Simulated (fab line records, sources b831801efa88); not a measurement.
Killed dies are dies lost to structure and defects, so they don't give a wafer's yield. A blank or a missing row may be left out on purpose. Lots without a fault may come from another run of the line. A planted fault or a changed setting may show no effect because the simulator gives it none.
Problem report in the 8D (eight disciplines) form, filled by code | flow gf180mcu | the parts of the form that need people (team, actions taken, sign-off) are left out

1. THE PROBLEM
V5_W_RS at GF_V5_RS_MEAS_24 reads a mean of 0.461 ohm/sq on 5 wafers of 3 lots; wafers without a fault read 0.329 ohm/sq with a standard deviation of 0.0044. That is +30 standard deviations from the usual mean.
The step: measures by four-point-probe.
First seen on wafer L632.2, day 31 07:05, on film_metro-01. The record holds 33 wafers of 11 lots with a number at this step. Rule for "out", or "out of limits": more than 4 standard deviations from the usual mean. The other wafers with a number count as sound.

2. WHAT IT IS AND WHAT IT IS NOT
question                    | is                                     | is not
which readings at this step | V5_W_RS                                | -
which lots                  | L632, L633, L635                       | L619, L623, L626, L628, L629, L637, L641, L642
which wafers of those lots  | L632.2, L632.4, L633.3, L633.6, L635.5 | L632.3, L633.4, L635.2, L635.6
read on which gauges        | film_metro-01, film_metro-04           | film_metro-03
when                        | from day 31 07:05                      | up to then (16 sound wafers); but 12 sound wafers of L633, L635, L637, L641, L642 came after

3. SUSPECTS, AND WHAT RULES EACH OUT
Counting: a tool at a process step up to the reading stays a suspect if it ran every lot that is out. Sound lots after the first of them don't rule it out here, since some wafers of a struck lot are sound.
- the gauge at GF_V5_RS_MEAS_24: ruled out. The wafers that are out were read on 2 gauges (film_metro-01, film_metro-04).
- cvd_w-01 at GF_V5_CVD_23 (deposits W, target thk 350 nm, time 104.9 s): kept. It ran every lot that is out, first L632 (day 31 06:57); its last sound lot up to then is L628 (day 30 08:53). Its own readings are out on those wafers: chamber_pressure_Torr.
- Within cvd_w-01 at GF_V5_CVD_23: the wafers that are out ran in chamber 1; their sound lot-mates ran in chamber 0.
Left after counting: cvd_w-01 at GF_V5_CVD_23.

4. THE CAUSE (what the simulator had put in)
Process parameter drift: cvd_w-01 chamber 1, from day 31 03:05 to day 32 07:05, at GF_V5_CVD_23. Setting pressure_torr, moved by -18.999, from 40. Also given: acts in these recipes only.
Counting left only this tool.

5. THE CHAIN OF EFFECTS, in route order
Each row: a reading whose mean over the struck wafers that have a number lies more than 3 standard deviations from the usual. Only readings for which the record gives a usual standard deviation are gone through. hours: the time from each lot's start at the first step in this table that gives one to its start at this step, as a median over the lots. sigmas: the change in usual standard deviations.
hours | step              | reading               | usual        | on struck wafers | change | sigmas
0     | GF_V5_CVD_23      | chamber_pressure_Torr | 39.99 Torr   | 20.99            | -19.00 | -99 or more
0     | GF_V5_RS_MEAS_24  | V5_W_RS               | 0.329 ohm/sq | 0.461            | +0.132 | +30
4     | GF_V5_THK_MEAS_25 | V5_W_THK              | 339 nm       | 243              | -96    | -18
7     | GF_V5_CMP_26      | time_to_endpoint_s    | 83 s         | 57               | -26    | -5.7
The process steps in it:
- GF_V5_CVD_23: deposits W, target thk 350 nm, time 104.9 s.
- GF_V5_CMP_26: polishes, stops on SiO2, t overpolish 15 s, target thk 0 nm.

6. WHAT WOULD HAVE CAUGHT IT SOONER
In this record the first reading out of limits at a measuring or inspecting step was taken at day 31 07:05, 4 hours after the fault began at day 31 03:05.
The tool's own readings at GF_V5_CVD_23 were out on every struck wafer that the step has a row for (chamber_pressure_Torr): an alarm limit on them would have fired on the first of those.
Of the lots that are out (3), L633, L635 began GF_V5_CVD_23 on cvd_w-01 after day 31 07:05. A hold on the tool at that time would have spared those 2.
